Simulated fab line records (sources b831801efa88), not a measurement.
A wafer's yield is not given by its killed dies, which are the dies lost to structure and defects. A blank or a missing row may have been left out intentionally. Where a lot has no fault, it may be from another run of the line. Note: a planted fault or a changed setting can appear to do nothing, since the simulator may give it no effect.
A lot that was struck, set against a sound lot -- flow sky130 -- 17 out of 708 route steps
Sound: these wafers, L831.1, L831.3, L831.6. Struck: wafers L846.2, L846.4 (left out: L846.1, a lot-mate that was not struck); the cause follows at the end.
Each step with rows lists, per side, the tool, then ch with its chambers, then its first start. Under that, the readings that differ: sound wafers -- struck wafers -- difference of the means -- sigmas: that difference in standard deviations of wafers without a fault.
alike: words and numbers the same on both sides, and readings whose means are apart by under 2 such deviations; not compared: readings that were withheld, readings missing a value for some wafer, numbers with overlapping values and no deviation given by the record, and bounds like >300 which may hide the same value.
Wherever a step has rows on one side only, a row that says differs or no value, or a row with sigmas, the two part there. When numbers do not overlap yet have no deviation, they are printed without sigmas and do not part them. A reading missing from all wafers of one side parts the sides only when that side holds two or more wafers.

first, 3 steps without rows for these wafers: SKY_METAL4_CLEAN_21 (cleans in IPA, time 180 s); SKY_METAL4_CLEAN_22 (cleans in O3/DIW); SKY_VIA4_HDPCVD_00 (deposits SiO2, target thk 1750 nm, time 291.7 s).
SKY_VIA4_THK_MEAS_01:
  sound on filmMetro-03 at day 42 22:52; struck on filmMetro-02 at day 46 20:22
  alike: VIA4_HDPCVD_THK
SKY_VIA4_CMP_02: polishes SiO2.
  sound on cmp-01 ch 0,2,3, day 42 22:55; struck on cmp-02 ch 1,3, day 46 20:44
  alike: motorCurrentA
SKY_VIA4_BOW_MEAS_03:
  sound on filmMetro-02 at day 42 23:13; struck on filmMetro-02 at day 46 21:02
  alike: VIA4_BOW
then, 6 steps without rows for these wafers: SKY_VIA4_DEHYDRATE_04 (time 60 s); SKY_VIA4_HMDS_05 (prime time 60 s); SKY_VIA4_COAT_06 (resist thk 1140 nm); SKY_VIA4_SOFTBAKE_07 (time 60 s); SKY_VIA4_EXPOSE_08 (exposes mask VIM4, target cd 800 nm); SKY_VIA4_PEB_09.
SKY_VIA4_DEVELOP_10: develop time 60 s.
  sound on lithoTrack-01 ch 0, day 43 21:50; struck on lithoTrack-01 ch 0, day 47 15:38
SKY_VIA4_OVL_MEAS_11:
  sound on overlay-01 at day 43 21:59; struck on overlay-01 at day 47 15:47
  alike: VIA4_OVL
SKY_VIA4_ETCH_12: etches SiO2 in C4F8/O2/Ar, stops on TiN, target depth 580 nm.
  sound on rieDiel-03 ch 1,2,3, day 43 22:01; struck on rieDiel-03 ch 1,3, day 47 15:49
reading,sound,struck,difference,sigmas
model.VIA4.cdNm (nm),803.2 804.5 805.8,755.2 755,-49.4,
  alike: oesProductAu
SKY_VIA4_STRIP_13: strips in O2/N2.
  sound on plasmaAsher-04 ch 0,1, day 43 22:06; struck on plasmaAsher-01 ch 1, day 47 15:54
reading,sound,struck,difference,sigmas
oesProductAu (a.u.),0.714 0.715 0.712,0.704 0.703,-0.010,-2
  alike: drypumpMotorCurrentA, stripTimeToEndpointS
  not compared: rfHoursCounterH
-- the record jumps here: 2 days lie between the struck wafers' starts before and after (it left off in module VIA4 and takes up again in module PAD_OPEN, whose first step shown is number 708 of the route) --
SKY_PAD_OPEN_PROBE_99:
  sound on prober-01 at day 46 19:29; struck on prober-01 at day 50 02:55
reading,sound,struck,difference,sigmas
model.etest.via4Chain.rcOhm,0.7773 0.7902 0.7614,0.903 0.8828,+0.117,
  alike: defectLimitedYield, killed_at_M0_to_M3, killed_at_M4_up, killedAtContacts, killedAtFrontEnd, killedAtOther, killedDies, killedOpen, killedShort, sort_bin_3_pad_short, sort_bin_5_function, sort_bin_6_memory, sortNPass, sortYieldPct

## WHERE THEY PART
Within this record, at SKY_VIA4_STRIP_13 only. Later steps at which nothing parts them and some readings are alike: SKY_PAD_OPEN_PROBE_99.

WHY: the cause the simulator had injected
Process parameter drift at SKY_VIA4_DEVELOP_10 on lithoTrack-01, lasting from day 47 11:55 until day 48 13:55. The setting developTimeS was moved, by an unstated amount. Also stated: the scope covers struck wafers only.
